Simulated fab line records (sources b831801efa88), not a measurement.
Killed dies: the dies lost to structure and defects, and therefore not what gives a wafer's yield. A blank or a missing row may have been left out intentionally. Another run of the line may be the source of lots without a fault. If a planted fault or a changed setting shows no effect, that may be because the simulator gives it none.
Which tool is to blame? || flow sky130 || 72 wafers from 24 lots sampled at 6 of the route's 708 steps

WHAT THE GAUGES READ, wafer by wafer
SKY_FIELD_ISO_BOW_MEAS_00. Usual: for INCOMING_BOW the level is 0 um and the standard deviation is 6.
{"lot": "L074", "measured": "day 1 10:00", "on": "filmMetro-03", "INCOMING_BOW (um)": "-7 0 -8", "flag": ""}
{"lot": "L075", "measured": "day 1 15:02", "on": "filmMetro-03", "INCOMING_BOW (um)": "3 19 8", "flag": ""}
{"lot": "L076", "measured": "day 1 20:01", "on": "filmMetro-04", "INCOMING_BOW (um)": "6 -2 5", "flag": ""}
{"lot": "L077", "measured": "day 2 01:00", "on": "filmMetro-03", "INCOMING_BOW (um)": "-2 3 16", "flag": ""}
{"lot": "L078", "measured": "day 2 06:02", "on": "filmMetro-03", "INCOMING_BOW (um)": "3 8 -6", "flag": ""}
{"lot": "L079", "measured": "day 2 11:00", "on": "filmMetro-03", "INCOMING_BOW (um)": "1 -10 -7", "flag": ""}
{"lot": "L080", "measured": "day 2 16:00", "on": "filmMetro-03", "INCOMING_BOW (um)": "-5 2 -4", "flag": ""}
{"lot": "L081", "measured": "day 2 21:00", "on": "filmMetro-04", "INCOMING_BOW (um)": "-3 -11 -2", "flag": ""}
{"lot": "L082", "measured": "day 3 02:01", "on": "filmMetro-01", "INCOMING_BOW (um)": "-1 -6 -7", "flag": ""}
{"lot": "L083", "measured": "day 3 07:00", "on": "filmMetro-01", "INCOMING_BOW (um)": "5 -4 4", "flag": ""}
{"lot": "L084", "measured": "day 3 12:00", "on": "filmMetro-01", "INCOMING_BOW (um)": "-1 11 5", "flag": ""}
{"lot": "L085", "measured": "day 3 17:00", "on": "filmMetro-03", "INCOMING_BOW (um)": "0 2 -1", "flag": ""}
{"lot": "L086", "measured": "day 3 22:01", "on": "filmMetro-04", "INCOMING_BOW (um)": "-8 2 3", "flag": ""}
{"lot": "L087", "measured": "day 4 03:00", "on": "filmMetro-01", "INCOMING_BOW (um)": "-5 -7 5", "flag": ""}
{"lot": "L088", "measured": "day 4 08:01", "on": "filmMetro-01", "INCOMING_BOW (um)": "-2 -3 -11", "flag": ""}
{"lot": "L089", "measured": "day 4 13:00", "on": "filmMetro-04", "INCOMING_BOW (um)": "-2 11 5", "flag": ""}
{"lot": "L090", "measured": "day 4 18:04", "on": "filmMetro-03", "INCOMING_BOW (um)": "-2 -1 -2", "flag": ""}
{"lot": "L091", "measured": "day 4 23:01", "on": "filmMetro-04", "INCOMING_BOW (um)": "2 -1 7", "flag": ""}
{"lot": "L092", "measured": "day 5 04:02", "on": "filmMetro-01", "INCOMING_BOW (um)": "-7 -5 -2", "flag": ""}
{"lot": "L093", "measured": "day 5 09:01", "on": "filmMetro-03", "INCOMING_BOW (um)": "2 -2 4", "flag": ""}
{"lot": "L094", "measured": "day 5 14:00", "on": "filmMetro-03", "INCOMING_BOW (um)": "0 6 1", "flag": ""}
{"lot": "L095", "measured": "day 5 19:00", "on": "filmMetro-03", "INCOMING_BOW (um)": "-4 1 2", "flag": ""}
{"lot": "L096", "measured": "day 6 00:02", "on": "filmMetro-01", "INCOMING_BOW (um)": "0 -1 -1", "flag": ""}
{"lot": "L097", "measured": "day 6 05:01", "on": "filmMetro-03", "INCOMING_BOW (um)": "-5 -1 9", "flag": ""}

SKY_LI_CONTACT_OVL_MEAS_13. Usual: for LI_CONTACT_OVL the level is 1 nm and the standard deviation is 5.4.
{"lot": "L074", "measured": "day 28 17:09", "on": "overlay-01", "LI_CONTACT_OVL (nm)": "-4 -11 -5", "flag": ""}
{"lot": "L075", "measured": "day 30 00:41", "on": "overlay-02", "LI_CONTACT_OVL (nm)": "-3 -1 -3", "flag": ""}
{"lot": "L076", "measured": "day 30 16:04", "on": "overlay-01", "LI_CONTACT_OVL (nm)": "0 12 3", "flag": ""}
{"lot": "L077", "measured": "day 31 00:39", "on": "overlay-02", "LI_CONTACT_OVL (nm)": "1 -3 -1", "flag": ""}
{"lot": "L078", "measured": "day 31 19:43", "on": "overlay-01", "LI_CONTACT_OVL (nm)": "5 -4 -3", "flag": ""}
{"lot": "L079", "measured": "day 31 20:39", "on": "overlay-01", "LI_CONTACT_OVL (nm)": "-3 0 6", "flag": ""}
{"lot": "L080", "measured": "day 32 00:16", "on": "overlay-02", "LI_CONTACT_OVL (nm)": "1 -9 3", "flag": ""}
{"lot": "L081", "measured": "day 31 22:58", "on": "overlay-01", "LI_CONTACT_OVL (nm)": "1 -8 -10", "flag": ""}
{"lot": "L082", "measured": "day 32 03:30", "on": "overlay-02", "LI_CONTACT_OVL (nm)": "4 -4 0", "flag": ""}
{"lot": "L083", "measured": "day 32 01:06", "on": "overlay-01", "LI_CONTACT_OVL (nm)": "6 3 7", "flag": ""}
{"lot": "L084", "measured": "day 32 16:39", "on": "overlay-02", "LI_CONTACT_OVL (nm)": "-4 5 -3", "flag": ""}
{"lot": "L085", "measured": "day 32 19:54", "on": "overlay-02", "LI_CONTACT_OVL (nm)": "2 -8 -7", "flag": ""}
{"lot": "L086", "measured": "day 33 05:04", "on": "overlay-02", "LI_CONTACT_OVL (nm)": "-8 1 -2", "flag": ""}
{"lot": "L087", "measured": "day 33 16:25", "on": "overlay-02", "LI_CONTACT_OVL (nm)": "0 7 4", "flag": ""}
{"lot": "L088", "measured": "day 34 00:39", "on": "overlay-02", "LI_CONTACT_OVL (nm)": "-6 0 -1", "flag": ""}
{"lot": "L089", "measured": "day 34 02:09", "on": "overlay-01", "LI_CONTACT_OVL (nm)": "13 9 8", "flag": ""}
{"lot": "L090", "measured": "day 34 06:43", "on": "overlay-01", "LI_CONTACT_OVL (nm)": "12 0 8", "flag": ""}
{"lot": "L091", "measured": "day 34 17:22", "on": "overlay-01", "LI_CONTACT_OVL (nm)": "4 3 6", "flag": ""}
{"lot": "L092", "measured": "day 35 15:13", "on": "overlay-02", "LI_CONTACT_OVL (nm)": "6 10 4", "flag": ""}
{"lot": "L093", "measured": "day 35 23:10", "on": "overlay-02", "LI_CONTACT_OVL (nm)": "0 -6 -1", "flag": ""}
{"lot": "L094", "measured": "day 36 05:09", "on": "overlay-01", "LI_CONTACT_OVL (nm)": "-1 -2 -2", "flag": ""}
{"lot": "L095", "measured": "day 36 03:37", "on": "overlay-02", "LI_CONTACT_OVL (nm)": "0 6 1", "flag": ""}
{"lot": "L096", "measured": "day 36 06:43", "on": "overlay-01", "LI_CONTACT_OVL (nm)": "5 -7 1", "flag": ""}
{"lot": "L097", "measured": "day 36 21:12", "on": "overlay-01", "LI_CONTACT_OVL (nm)": "4 1 4", "flag": ""}

SKY_METAL1_RS_MEAS_05: measures by four-point-probe. Usual: for METAL1_ALCU_RS the level is 0.1216 ohm/sq and the standard deviation is 0.00083.
{"lot": "L074", "measured": "day 31 05:02", "on": "filmMetro-02", "METAL1_ALCU_RS (ohm/sq)": "0.1225 0.1224 0.1225", "flag": ""}
{"lot": "L075", "measured": "day 32 11:33", "on": "filmMetro-02", "METAL1_ALCU_RS (ohm/sq)": "0.1217 0.1214 0.1209", "flag": ""}
{"lot": "L076", "measured": "day 33 02:38", "on": "filmMetro-04", "METAL1_ALCU_RS (ohm/sq)": "0.1198 0.1218 0.1210", "flag": ""}
{"lot": "L077", "measured": "day 33 11:07", "on": "filmMetro-04", "METAL1_ALCU_RS (ohm/sq)": "0.1213 0.1203 0.1208", "flag": ""}
{"lot": "L078", "measured": "day 34 04:05", "on": "filmMetro-03", "METAL1_ALCU_RS (ohm/sq)": "0.1211 0.1217 0.1220", "flag": ""}
{"lot": "L079", "measured": "day 34 07:20", "on": "filmMetro-04", "METAL1_ALCU_RS (ohm/sq)": "0.1208 0.1213 0.1214", "flag": ""}
{"lot": "L080", "measured": "day 34 10:07", "on": "filmMetro-02", "METAL1_ALCU_RS (ohm/sq)": "0.1220 0.1206 0.1206", "flag": ""}
{"lot": "L081", "measured": "day 34 08:36", "on": "filmMetro-04", "METAL1_ALCU_RS (ohm/sq)": "0.1219 0.1217 0.1214", "flag": ""}
{"lot": "L082", "measured": "day 34 13:13", "on": "filmMetro-02", "METAL1_ALCU_RS (ohm/sq)": "0.1205 0.1202 0.1203", "flag": ""}
{"lot": "L083", "measured": "day 34 10:31", "on": "filmMetro-04", "METAL1_ALCU_RS (ohm/sq)": "0.1222 0.1232 0.1226", "flag": ""}
{"lot": "L084", "measured": "day 35 02:35", "on": "filmMetro-02", "METAL1_ALCU_RS (ohm/sq)": "0.1229 0.1228 0.1229", "flag": ""}
{"lot": "L085", "measured": "day 35 05:46", "on": "filmMetro-02", "METAL1_ALCU_RS (ohm/sq)": "0.1220 0.1220 0.1223", "flag": ""}
{"lot": "L086", "measured": "day 35 14:01", "on": "filmMetro-03", "METAL1_ALCU_RS (ohm/sq)": "0.1219 0.1225 0.1235", "flag": ""}
{"lot": "L087", "measured": "day 36 01:27", "on": "filmMetro-04", "METAL1_ALCU_RS (ohm/sq)": "0.1217 0.1220 0.1228", "flag": ""}
{"lot": "L088", "measured": "day 36 10:10", "on": "filmMetro-02", "METAL1_ALCU_RS (ohm/sq)": "0.1223 0.1214 0.1210", "flag": ""}
{"lot": "L089", "measured": "day 36 11:26", "on": "filmMetro-04", "METAL1_ALCU_RS (ohm/sq)": "0.1216 0.1227 0.1217", "flag": ""}
{"lot": "L090", "measured": "day 36 15:31", "on": "filmMetro-03", "METAL1_ALCU_RS (ohm/sq)": "0.1218 0.1217 0.1215", "flag": ""}
{"lot": "L091", "measured": "day 37 02:55", "on": "filmMetro-04", "METAL1_ALCU_RS (ohm/sq)": "0.1227 0.1219 0.1233", "flag": ""}
{"lot": "L092", "measured": "day 37 23:20", "on": "filmMetro-02", "METAL1_ALCU_RS (ohm/sq)": "0.1203 0.1215 0.1215", "flag": ""}
{"lot": "L093", "measured": "day 38 06:44", "on": "filmMetro-03", "METAL1_ALCU_RS (ohm/sq)": "0.1209 0.1222 0.1221", "flag": ""}
{"lot": "L094", "measured": "day 38 12:49", "on": "filmMetro-03", "METAL1_ALCU_RS (ohm/sq)": "0.1217 0.1204 0.1208", "flag": ""}
{"lot": "L095", "measured": "day 38 10:46", "on": "filmMetro-03", "METAL1_ALCU_RS (ohm/sq)": "0.1211 0.1196 0.1211", "flag": ""}
{"lot": "L096", "measured": "day 38 15:11", "on": "filmMetro-03", "METAL1_ALCU_RS (ohm/sq)": "0.1211 0.1218 0.1214", "flag": ""}
{"lot": "L097", "measured": "day 39 04:14", "on": "filmMetro-04", "METAL1_ALCU_RS (ohm/sq)": "0.1208 0.1209 0.1218", "flag": ""}

SKY_CAPM_THK_MEAS_04: measures by xrf. Usual: for CAPM_TIN_THK the level is 213.9 nm and the standard deviation is 2.7.
{"lot": "L074", "measured": "day 35 23:08", "on": "filmMetro-02", "CAPM_TIN_THK (nm)": "210.6 211.0 211.9", "flag": ""}
{"lot": "L075", "measured": "day 37 04:01", "on": "filmMetro-03", "CAPM_TIN_THK (nm)": "213.9 214.8 215.4", "flag": ""}
{"lot": "L076", "measured": "day 37 18:05", "on": "filmMetro-02", "CAPM_TIN_THK (nm)": "212.5 213.9 213.3", "flag": ""}
{"lot": "L077", "measured": "day 38 03:17", "on": "filmMetro-02", "CAPM_TIN_THK (nm)": "214.2 214.6 213.2", "flag": ""}
{"lot": "L078", "measured": "day 38 18:16", "on": "filmMetro-02", "CAPM_TIN_THK (nm)": "210.9 214.0 210.1", "flag": ""}
{"lot": "L079", "measured": "day 38 19:53", "on": "filmMetro-04", "CAPM_TIN_THK (nm)": "215.9 219.0 217.7", "flag": ""}
{"lot": "L080", "measured": "day 38 22:32", "on": "filmMetro-04", "CAPM_TIN_THK (nm)": "214.8 213.9 217.1", "flag": ""}
{"lot": "L081", "measured": "day 38 21:47", "on": "filmMetro-02", "CAPM_TIN_THK (nm)": "213.3 214.0 213.0", "flag": ""}
{"lot": "L082", "measured": "day 39 03:32", "on": "filmMetro-02", "CAPM_TIN_THK (nm)": "209.6 210.2 207.6", "flag": ""}
{"lot": "L083", "measured": "day 39 00:23", "on": "filmMetro-04", "CAPM_TIN_THK (nm)": "214.8 215.5 216.3", "flag": ""}
{"lot": "L084", "measured": "day 39 18:29", "on": "filmMetro-02", "CAPM_TIN_THK (nm)": "213.5 212.0 212.7", "flag": ""}
{"lot": "L085", "measured": "day 39 19:55", "on": "filmMetro-02", "CAPM_TIN_THK (nm)": "213.1 213.9 214.1", "flag": ""}
{"lot": "L086", "measured": "day 40 01:23", "on": "filmMetro-03", "CAPM_TIN_THK (nm)": "213.0 212.0 214.6", "flag": ""}
{"lot": "L087", "measured": "day 40 13:23", "on": "filmMetro-04", "CAPM_TIN_THK (nm)": "215.0 214.8 214.6", "flag": ""}
{"lot": "L088", "measured": "day 40 21:13", "on": "filmMetro-03", "CAPM_TIN_THK (nm)": "219.3 216.6 216.9", "flag": ""}
{"lot": "L089", "measured": "day 40 22:20", "on": "filmMetro-04", "CAPM_TIN_THK (nm)": "220.1 217.6 218.2", "flag": ""}
{"lot": "L090", "measured": "day 41 02:19", "on": "filmMetro-02", "CAPM_TIN_THK (nm)": "210.7 208.5 208.1", "flag": ""}
{"lot": "L091", "measured": "day 41 12:59", "on": "filmMetro-03", "CAPM_TIN_THK (nm)": "214.3 213.3 214.4", "flag": ""}
{"lot": "L092", "measured": "day 42 07:54", "on": "filmMetro-03", "CAPM_TIN_THK (nm)": "218.3 216.7 218.0", "flag": ""}
{"lot": "L093", "measured": "day 42 13:33", "on": "filmMetro-04", "CAPM_TIN_THK (nm)": "220.1 218.6 218.1", "flag": ""}
{"lot": "L094", "measured": "day 42 22:17", "on": "filmMetro-02", "CAPM_TIN_THK (nm)": "215.2 212.7 212.8", "flag": ""}
{"lot": "L095", "measured": "day 42 18:20", "on": "filmMetro-02", "CAPM_TIN_THK (nm)": "211.3 214.1 214.0", "flag": ""}
{"lot": "L096", "measured": "day 42 23:14", "on": "filmMetro-02", "CAPM_TIN_THK (nm)": "214.1 212.8 212.3", "flag": ""}
{"lot": "L097", "measured": "day 43 09:03", "on": "filmMetro-02", "CAPM_TIN_THK (nm)": "212.9 212.1 212.5", "flag": ""}

SKY_METAL3_CD_MEAS_13: target cd 300 nm. Usual: cdNm at 300.6 nm, with a standard deviation of 1.2.
{"lot": "L074", "measured": "day 38 02:41", "on": "cdSem-02", "cdNm (nm)": "298.0 299.0 298.8", "flag": ""}
{"lot": "L075", "measured": "day 39 06:16", "on": "cdSem-01", "cdNm (nm)": "299.6 297.9 298.0", "flag": ""}
{"lot": "L076", "measured": "day 39 20:43", "on": "cdSem-02", "cdNm (nm)": "301.4 300.6 299.8", "flag": ""}
{"lot": "L077", "measured": "day 40 03:02", "on": "cdSem-01", "cdNm (nm)": "299.5 300.4 300.0", "flag": ""}
{"lot": "L078", "measured": "day 40 20:08", "on": "cdSem-02", "cdNm (nm)": "301.0 300.6 300.9", "flag": ""}
{"lot": "L079", "measured": "day 40 21:10", "on": "cdSem-02", "cdNm (nm)": "299.5 299.9 299.6", "flag": ""}
{"lot": "L080", "measured": "day 40 23:54", "on": "cdSem-02", "cdNm (nm)": "303.7 301.2 302.6", "flag": ""}
{"lot": "L081", "measured": "day 40 22:50", "on": "cdSem-02", "cdNm (nm)": "302.7 302.9 302.1", "flag": ""}
{"lot": "L082", "measured": "day 41 04:54", "on": "cdSem-02", "cdNm (nm)": "299.6 297.9 299.1", "flag": ""}
{"lot": "L083", "measured": "day 41 02:15", "on": "cdSem-02", "cdNm (nm)": "301.5 300.2 300.9", "flag": ""}
{"lot": "L084", "measured": "day 41 18:30", "on": "cdSem-01", "cdNm (nm)": "301.5 300.7 300.7", "flag": ""}
{"lot": "L085", "measured": "day 41 20:44", "on": "cdSem-02", "cdNm (nm)": "300.3 300.9 301.4", "flag": ""}
{"lot": "L086", "measured": "day 42 01:55", "on": "cdSem-02", "cdNm (nm)": "300.4 299.4 299.4", "flag": ""}
{"lot": "L087", "measured": "day 42 13:44", "on": "cdSem-01", "cdNm (nm)": "301.5 300.4 300.4", "flag": ""}
{"lot": "L088", "measured": "day 42 20:31", "on": "cdSem-01", "cdNm (nm)": "302.1 299.2 301.6", "flag": ""}
{"lot": "L089", "measured": "day 42 21:41", "on": "cdSem-01", "cdNm (nm)": "301.6 301.4 301.7", "flag": ""}
{"lot": "L090", "measured": "day 43 01:09", "on": "cdSem-02", "cdNm (nm)": "298.9 300.4 301.3", "flag": ""}
{"lot": "L091", "measured": "day 43 11:07", "on": "cdSem-01", "cdNm (nm)": "301.9 301.4 299.3", "flag": ""}
{"lot": "L092", "measured": "day 44 05:35", "on": "cdSem-01", "cdNm (nm)": "299.5 297.5 298.6", "flag": ""}
{"lot": "L093", "measured": "day 44 10:09", "on": "cdSem-02", "cdNm (nm)": "300.5 298.6 300.6", "flag": ""}
{"lot": "L094", "measured": "day 44 17:14", "on": "cdSem-01", "cdNm (nm)": "301.9 300.2 300.7", "flag": ""}
{"lot": "L095", "measured": "day 44 14:47", "on": "cdSem-01", "cdNm (nm)": "300.7 300.6 300.4", "flag": ""}
{"lot": "L096", "measured": "day 44 20:13", "on": "cdSem-02", "cdNm (nm)": "301.3 300.7 299.8", "flag": ""}
{"lot": "L097", "measured": "day 45 04:49", "on": "cdSem-01", "cdNm (nm)": "300.0 300.9 301.5", "flag": ""}

WHAT TOOL EACH LOT RAN ON (gives the tool, then ch and the chambers of the sampled wafers, and finally the start)
{"lot": "L074", "SKY_GATE_OXIDE_STRIP_13": "plasmaAsher-04 ch 0,1, day 13 10:11"}
{"lot": "L075", "SKY_GATE_OXIDE_STRIP_13": "plasmaAsher-04 ch 0,1, day 14 02:54"}
{"lot": "L076", "SKY_GATE_OXIDE_STRIP_13": "plasmaAsher-03 ch 0,1, day 15 10:20"}
{"lot": "L077", "SKY_GATE_OXIDE_STRIP_13": "plasmaAsher-04 ch 0,1, day 15 14:19"}
{"lot": "L078", "SKY_GATE_OXIDE_STRIP_13": "plasmaAsher-02 ch 0,1, day 16 10:49"}
{"lot": "L079", "SKY_GATE_OXIDE_STRIP_13": "plasmaAsher-03 ch 0,1, day 16 07:41"}
{"lot": "L080", "SKY_GATE_OXIDE_STRIP_13": "plasmaAsher-02 ch 0,1, day 16 14:23"}
{"lot": "L081", "SKY_GATE_OXIDE_STRIP_13": "plasmaAsher-03 ch 0,1, day 16 14:44"}
{"lot": "L082", "SKY_GATE_OXIDE_STRIP_13": "plasmaAsher-04 ch 0, day 16 20:57"}
{"lot": "L083", "SKY_GATE_OXIDE_STRIP_13": "plasmaAsher-02 ch 0,1, day 16 20:38"}
{"lot": "L084", "SKY_GATE_OXIDE_STRIP_13": "plasmaAsher-03 ch 0,1, day 17 13:53"}
{"lot": "L085", "SKY_GATE_OXIDE_STRIP_13": "plasmaAsher-02 ch 0,1, day 17 14:01"}
{"lot": "L086", "SKY_GATE_OXIDE_STRIP_13": "plasmaAsher-03 ch 0,1, day 18 07:13"}
{"lot": "L087", "SKY_GATE_OXIDE_STRIP_13": "plasmaAsher-03 ch 0,1, day 18 15:07"}
{"lot": "L088", "SKY_GATE_OXIDE_STRIP_13": "plasmaAsher-04 ch 0,1, day 18 23:59"}
{"lot": "L089", "SKY_GATE_OXIDE_STRIP_13": "plasmaAsher-03 ch 0, day 19 00:38"}
{"lot": "L090", "SKY_GATE_OXIDE_STRIP_13": "plasmaAsher-03 ch 0,1, day 19 07:19"}
{"lot": "L091", "SKY_GATE_OXIDE_STRIP_13": "plasmaAsher-02 ch 0, day 19 18:54"}
{"lot": "L092", "SKY_GATE_OXIDE_STRIP_13": "plasmaAsher-03 ch 0,1, day 20 23:16"}
{"lot": "L093", "SKY_GATE_OXIDE_STRIP_13": "plasmaAsher-03 ch 0, day 21 08:29"}
{"lot": "L094", "SKY_GATE_OXIDE_STRIP_13": "plasmaAsher-04 ch 0,1, day 21 12:28"}
{"lot": "L095", "SKY_GATE_OXIDE_STRIP_13": "plasmaAsher-04 ch 0,1, day 21 11:43"}
{"lot": "L096", "SKY_GATE_OXIDE_STRIP_13": "plasmaAsher-04 ch 0,1, day 21 16:55"}
{"lot": "L097", "SKY_GATE_OXIDE_STRIP_13": "plasmaAsher-02 ch 0, day 22 00:11"}
- SKY_GATE_OXIDE_STRIP_13: strips in O2/N2.

AS READ BY THE TOOLS THEMSELVES (means over the sampled wafers that have a number; for cases with no such wafer, the mark the record gives instead)
SKY_GATE_OXIDE_STRIP_13. Usual: drypumpMotorCurrentA 5.7 A, standard deviation 0.54; n2FlowSccm 300.0 sccm, standard deviation 1; oesProductAu 0.715 a.u., standard deviation 0.0042; stripTimeToEndpointS 13.90 s, standard deviation 0.035.
{"lot": "L074", "tool": "plasmaAsher-04", "drypumpMotorCurrentA (A)": 5.8, "n2FlowSccm (sccm)": 300.0, "oesProductAu (a.u.)": 0.717, "stripTimeToEndpointS (s)": 13.91, "flag": ""}
{"lot": "L075", "tool": "plasmaAsher-04", "drypumpMotorCurrentA (A)": 5.8, "n2FlowSccm (sccm)": 298.9, "oesProductAu (a.u.)": 0.712, "stripTimeToEndpointS (s)": 13.90, "flag": ""}
{"lot": "L076", "tool": "plasmaAsher-03", "drypumpMotorCurrentA (A)": 6.1, "n2FlowSccm (sccm)": 301.9, "oesProductAu (a.u.)": 0.713, "stripTimeToEndpointS (s)": 13.83, "flag": ""}
{"lot": "L077", "tool": "plasmaAsher-04", "drypumpMotorCurrentA (A)": 5.3, "n2FlowSccm (sccm)": 300.4, "oesProductAu (a.u.)": 0.713, "stripTimeToEndpointS (s)": 13.87, "flag": ""}
{"lot": "L078", "tool": "plasmaAsher-02", "drypumpMotorCurrentA (A)": 5.6, "n2FlowSccm (sccm)": 300.3, "oesProductAu (a.u.)": 0.716, "stripTimeToEndpointS (s)": 13.96, "flag": ""}
{"lot": "L079", "tool": "plasmaAsher-03", "drypumpMotorCurrentA (A)": 5.9, "n2FlowSccm (sccm)": 300.2, "oesProductAu (a.u.)": 0.716, "stripTimeToEndpointS (s)": 13.92, "flag": ""}
{"lot": "L080", "tool": "plasmaAsher-02", "drypumpMotorCurrentA (A)": 5.4, "n2FlowSccm (sccm)": 300.2, "oesProductAu (a.u.)": 0.714, "stripTimeToEndpointS (s)": 13.89, "flag": ""}
{"lot": "L081", "tool": "plasmaAsher-03", "drypumpMotorCurrentA (A)": 5.9, "n2FlowSccm (sccm)": 299.5, "oesProductAu (a.u.)": 0.710, "stripTimeToEndpointS (s)": 13.88, "flag": ""}
{"lot": "L082", "tool": "plasmaAsher-04", "drypumpMotorCurrentA (A)": 6.3, "n2FlowSccm (sccm)": 300.5, "oesProductAu (a.u.)": 0.714, "stripTimeToEndpointS (s)": 13.91, "flag": ""}
{"lot": "L083", "tool": "plasmaAsher-02", "drypumpMotorCurrentA (A)": 5.4, "n2FlowSccm (sccm)": 298.9, "oesProductAu (a.u.)": 0.713, "stripTimeToEndpointS (s)": 13.87, "flag": ""}
{"lot": "L084", "tool": "plasmaAsher-03", "drypumpMotorCurrentA (A)": 5.9, "n2FlowSccm (sccm)": 298.9, "oesProductAu (a.u.)": 0.717, "stripTimeToEndpointS (s)": 13.90, "flag": ""}
{"lot": "L085", "tool": "plasmaAsher-02", "drypumpMotorCurrentA (A)": 5.6, "n2FlowSccm (sccm)": 299.4, "oesProductAu (a.u.)": 0.711, "stripTimeToEndpointS (s)": 13.91, "flag": ""}
{"lot": "L086", "tool": "plasmaAsher-03", "drypumpMotorCurrentA (A)": 5.9, "n2FlowSccm (sccm)": 301.0, "oesProductAu (a.u.)": 0.719, "stripTimeToEndpointS (s)": 13.92, "flag": ""}
{"lot": "L087", "tool": "plasmaAsher-03", "drypumpMotorCurrentA (A)": 6.1, "n2FlowSccm (sccm)": 299.8, "oesProductAu (a.u.)": 0.715, "stripTimeToEndpointS (s)": 13.89, "flag": ""}
{"lot": "L088", "tool": "plasmaAsher-04", "drypumpMotorCurrentA (A)": 5.3, "n2FlowSccm (sccm)": 299.4, "oesProductAu (a.u.)": 0.715, "stripTimeToEndpointS (s)": 13.88, "flag": ""}
{"lot": "L089", "tool": "plasmaAsher-03", "drypumpMotorCurrentA (A)": 6.2, "n2FlowSccm (sccm)": 300.4, "oesProductAu (a.u.)": 0.716, "stripTimeToEndpointS (s)": 13.91, "flag": ""}
{"lot": "L090", "tool": "plasmaAsher-03", "drypumpMotorCurrentA (A)": 6.1, "n2FlowSccm (sccm)": 300.0, "oesProductAu (a.u.)": 0.713, "stripTimeToEndpointS (s)": 13.91, "flag": ""}
{"lot": "L091", "tool": "plasmaAsher-02", "drypumpMotorCurrentA (A)": 5.1, "n2FlowSccm (sccm)": 299.5, "oesProductAu (a.u.)": 0.717, "stripTimeToEndpointS (s)": 13.83, "flag": ""}
{"lot": "L092", "tool": "plasmaAsher-03", "drypumpMotorCurrentA (A)": 5.9, "n2FlowSccm (sccm)": 300.8, "oesProductAu (a.u.)": 0.715, "stripTimeToEndpointS (s)": 13.91, "flag": ""}
{"lot": "L093", "tool": "plasmaAsher-03", "drypumpMotorCurrentA (A)": 6.2, "n2FlowSccm (sccm)": 299.8, "oesProductAu (a.u.)": 0.718, "stripTimeToEndpointS (s)": 13.90, "flag": ""}
{"lot": "L094", "tool": "plasmaAsher-04", "drypumpMotorCurrentA (A)": 5.3, "n2FlowSccm (sccm)": 300.5, "oesProductAu (a.u.)": 0.717, "stripTimeToEndpointS (s)": 13.90, "flag": ""}
{"lot": "L095", "tool": "plasmaAsher-04", "drypumpMotorCurrentA (A)": 5.3, "n2FlowSccm (sccm)": 300.2, "oesProductAu (a.u.)": 0.717, "stripTimeToEndpointS (s)": 13.89, "flag": ""}
{"lot": "L096", "tool": "plasmaAsher-04", "drypumpMotorCurrentA (A)": 5.3, "n2FlowSccm (sccm)": 300.0, "oesProductAu (a.u.)": 0.714, "stripTimeToEndpointS (s)": 13.89, "flag": ""}
{"lot": "L097", "tool": "plasmaAsher-02", "drypumpMotorCurrentA (A)": 5.1, "n2FlowSccm (sccm)": 300.9, "oesProductAu (a.u.)": 0.716, "stripTimeToEndpointS (s)": 13.92, "flag": ""}

THE ANSWER, worked out from the rows above alone
Rule: lot off if the mean of its wafers having a number is beyond 3 standard deviations from the usual mean. Also off: a lot with no number at a reading for which 4 or more lots have one. Any other lot the step has rows for is counted as sound. Order of review: gauges by route order, followed by the tools' own readings, for which a lot's mean as printed above is used. The first step at which some lot is off is used, and at that step the reading that is off furthest; a lot without a number counts as furthest.
None of the lots is off at any reading shown; this tells nothing.

WHAT WAS PUT IN BY THE SIMULATOR
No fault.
